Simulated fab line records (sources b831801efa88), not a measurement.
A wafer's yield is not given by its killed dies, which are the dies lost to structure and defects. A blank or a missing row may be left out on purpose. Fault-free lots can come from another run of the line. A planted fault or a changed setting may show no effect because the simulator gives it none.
What tool caused it? | flow sky130 | 11 lots, 32 wafers sampled, at 6 steps of a route of 708

## WHAT THE GAUGES SHOWED, per wafer
SKY_FIELD_ISO_THK_MEAS_02. Usual: for FIELD_ISO_OXIDATION_00_THK the level is 12.12 nm and the standard deviation is 0.19.
lot  | measured    | on            | FIELD_ISO_OXIDATION_00_THK (nm) | flag
L540 | day 1 17:47 | film-metro-03 | 12.31 12.10 12.19               |
L541 | day 1 17:47 | film-metro-01 | 12.08 12.01 12.08               |
L544 | day 2 14:37 | film-metro-03 | 12.06 12.21                     |
L548 | day 3 09:55 | film-metro-01 | 12.08 12.23 12.29               |
L553 | day 4 05:32 | film-metro-03 | 11.88 11.96 12.10               |
L554 | day 4 16:40 | film-metro-03 | 12.14 12.03 12.14               |
L559 | day 5 10:38 | film-metro-04 | 11.86 11.89 12.11               |
L560 | day 5 15:38 | film-metro-03 | 12.26 12.34 12.27               |
L561 | day 5 20:38 | film-metro-01 | 12.17 12.19 12.06               |
L562 | day 6 02:35 | film-metro-01 | 12.26 12.27 12.26               |
L563 | day 6 06:57 | film-metro-01 | 12.16 12.36 12.36               |

SKY_POLY_CUT_OVL_MEAS_09. Usual: for POLY_CUT_OVL the level is 0 nm and the standard deviation is 5.1.
lot  | measured     | on         | POLY_CUT_OVL (nm) | flag
L540 | day 25 16:34 | overlay-01 | 2 -1 -1           |
L541 | day 25 18:40 | overlay-01 | 6 -2 -1           |
L544 | day 27 14:16 | overlay-02 | 2 1               |
L548 | day 28 13:58 | overlay-01 | 0 0 -10           |
L553 | day 29 21:52 | overlay-02 | -8 -1 3           |
L554 | day 29 23:20 | overlay-01 | 2 5 3             |
L559 | day 30 20:56 | overlay-02 | -3 1 -1           |
L560 | day 31 04:08 | overlay-01 | 3 0 -1            |
L561 | day 31 17:16 | overlay-01 | -3 -6 -1          |
L562 | day 31 23:55 | overlay-02 | -3 5 -5           |
L563 | day 32 04:22 | overlay-02 | 4 3 1             |

SKY_CAP2M_RS_MEAS_03: a four-point-probe measurement. Usual: for CAP2M_TIN_RS the level is 6.91 ohm/sq and the standard deviation is 0.07.
lot  | measured     | on            | CAP2M_TIN_RS (ohm/sq) | flag
L540 | day 40 18:31 | film-metro-04 | 6.97 7.11 7.07        |
L541 | day 40 20:04 | film-metro-04 | 6.87 6.94 6.86        |
L544 | day 42 05:31 | film-metro-01 | 4.82 4.81             | OFF
L548 | day 43 03:35 | film-metro-04 | 7.02 7.00 6.96        |
L553 | day 44 02:55 | film-metro-02 | 6.89 6.84 6.92        |
L554 | day 44 06:49 | film-metro-01 | 6.97 6.95 6.99        |
L559 | day 45 01:49 | film-metro-02 | 6.93 6.91 6.83        |
L560 | day 45 07:14 | film-metro-02 | 6.84 6.83 6.85        |
L561 | day 45 18:20 | film-metro-01 | 6.87 6.85 6.90        |
L562 | day 45 22:19 | film-metro-01 | 6.87 6.95 6.97        |
L563 | day 46 02:19 | film-metro-02 | 6.79 6.80 6.79        |

SKY_CAP2M_THK_MEAS_04: measures by xrf. Usual: for CAP2M_TIN_THK the level is 201.5 nm and the standard deviation is 2.7.
lot  | measured     | on            | CAP2M_TIN_THK (nm) | flag
L540 | day 40 18:38 | film-metro-04 | 200.6 196.5 197.7  |
L541 | day 40 20:11 | film-metro-04 | 204.1 201.2 204.6  |
L544 | day 42 05:37 | film-metro-01 | 287.5 287.1        | OFF
L548 | day 43 03:41 | film-metro-04 | 196.9 197.1 197.9  |
L553 | day 44 03:02 | film-metro-02 | 202.6 203.9 201.3  |
L554 | day 44 06:55 | film-metro-01 | 199.1 200.8 198.7  |
L559 | day 45 01:56 | film-metro-02 | 203.8 203.5 206.5  |
L560 | day 45 07:21 | film-metro-02 | 206.4 207.0 205.4  |
L561 | day 45 18:27 | film-metro-01 | 202.2 202.4 200.3  |
L562 | day 45 22:26 | film-metro-01 | 201.5 199.3 198.8  |
L563 | day 46 02:26 | film-metro-02 | 205.4 205.1 205.3  |

## WHAT TOOL EACH LOT RAN ON (gives the tool, then ch and the chambers of the sampled wafers, and finally the start)
lot  | SKY_LI_CONTACT_STRIP_16              | SKY_CAP2M_SPUTTER_02
L540 | plasma-asher-02 ch 0,1, day 30 10:41 | pvd-sputter-02, day 40 18:24
L541 | plasma-asher-03 ch 0,1, day 30 11:11 | pvd-sputter-02, day 40 19:57
L544 | plasma-asher-03 ch 0, day 32 04:43   | pvd-sputter-02, day 42 05:21
L548 | plasma-asher-01 ch 0,1, day 33 04:50 | pvd-sputter-03, day 43 03:27
L553 | plasma-asher-01 ch 0,1, day 34 10:05 | pvd-sputter-03, day 44 02:49
L554 | plasma-asher-02 ch 0,1, day 34 11:59 | pvd-sputter-04, day 44 06:41
L559 | plasma-asher-03 ch 0, day 35 08:50   | pvd-sputter-04, day 45 01:42
L560 | plasma-asher-01 ch 0,1, day 35 18:20 | pvd-sputter-04, day 45 07:07
L561 | plasma-asher-03 ch 0,1, day 36 06:24 | pvd-sputter-02, day 45 18:13
L562 | plasma-asher-01 ch 0,1, day 36 10:08 | pvd-sputter-02, day 45 22:13
L563 | plasma-asher-03 ch 0,1, day 36 13:17 | pvd-sputter-04, day 46 02:13
- SKY_LI_CONTACT_STRIP_16: strips in O2/N2.
- SKY_CAP2M_SPUTTER_02: material TiN, target thk 200 nm, time 166.7 s.

## AS READ BY THE TOOLS THEMSELVES (means over the sampled wafers that have a number; for cases with no such wafer, the mark the record gives instead)
SKY_LI_CONTACT_STRIP_16. Usual: drypump-motor-current-A 5.7 A, standard deviation 0.51; oes-product-au 0.374 a.u., standard deviation 0.0049; strip-time-to-endpoint-s 3.48 s, standard deviation 0.032.
lot  | tool            | drypump-motor-current-A (A) | oes-product-au (a.u.) | strip-time-to-endpoint-s (s) | flag
L540 | plasma-asher-02 | 5.5                         | 0.376                 | 3.50                         |
L541 | plasma-asher-03 | 5.8                         | 0.373                 | 3.51                         |
L544 | plasma-asher-03 | 6.1                         | 0.379                 | 3.49                         |
L548 | plasma-asher-01 | 5.9                         | 0.376                 | 3.49                         |
L553 | plasma-asher-01 | 5.6                         | 0.374                 | 3.49                         |
L554 | plasma-asher-02 | 5.1                         | 0.375                 | 3.52                         |
L559 | plasma-asher-03 | 6.2                         | 0.376                 | 3.47                         |
L560 | plasma-asher-01 | 5.6                         | 0.376                 | 3.47                         |
L561 | plasma-asher-03 | 6.0                         | 0.375                 | 3.50                         |
L562 | plasma-asher-01 | 5.9                         | 0.372                 | 3.48                         |
L563 | plasma-asher-03 | 5.8                         | 0.371                 | 3.46                         |

SKY_CAP2M_SPUTTER_02. Usual: throttle-valve-pct reads 30.5 % (standard deviation 0.74).
lot  | tool           | throttle-valve-pct (%) | flag
L540 | pvd-sputter-02 | 30.5                   |
L541 | pvd-sputter-02 | 31.1                   |
L544 | pvd-sputter-02 | 29.9                   |
L548 | pvd-sputter-03 | 30.3                   |
L553 | pvd-sputter-03 | 30.2                   |
L554 | pvd-sputter-04 | 30.2                   |
L559 | pvd-sputter-04 | 29.8                   |
L560 | pvd-sputter-04 | 29.9                   |
L561 | pvd-sputter-02 | 30.4                   |
L562 | pvd-sputter-02 | 30.1                   |
L563 | pvd-sputter-04 | 30.1                   |

## THE ANSWER, worked out from the rows above alone
Rule: a lot counts as off when the mean over its wafers that have a number is more than 3 standard deviations away from the usual mean. A lot without any number at a reading at which 4 lots or more have one is off too. The other lots that the step has rows for count as sound. Order of review: gauges by route order, followed by the tools' own readings, for which a lot's mean as printed above is used. The first step at which some lot is off is used, and at that step the reading that is off furthest; a lot without a number counts as furthest.
Off: L544, at SKY_CAP2M_RS_MEAS_03 (CAP2M_TIN_RS).
A tool fits if, at a process step before that reading, it ran every lot that is off, and no sound lot after the first of them. The gauges at SKY_CAP2M_RS_MEAS_03 are tried like those tools. Of those tried, none fits.

## WHAT HAD BEEN PUT IN BY THE SIMULATOR
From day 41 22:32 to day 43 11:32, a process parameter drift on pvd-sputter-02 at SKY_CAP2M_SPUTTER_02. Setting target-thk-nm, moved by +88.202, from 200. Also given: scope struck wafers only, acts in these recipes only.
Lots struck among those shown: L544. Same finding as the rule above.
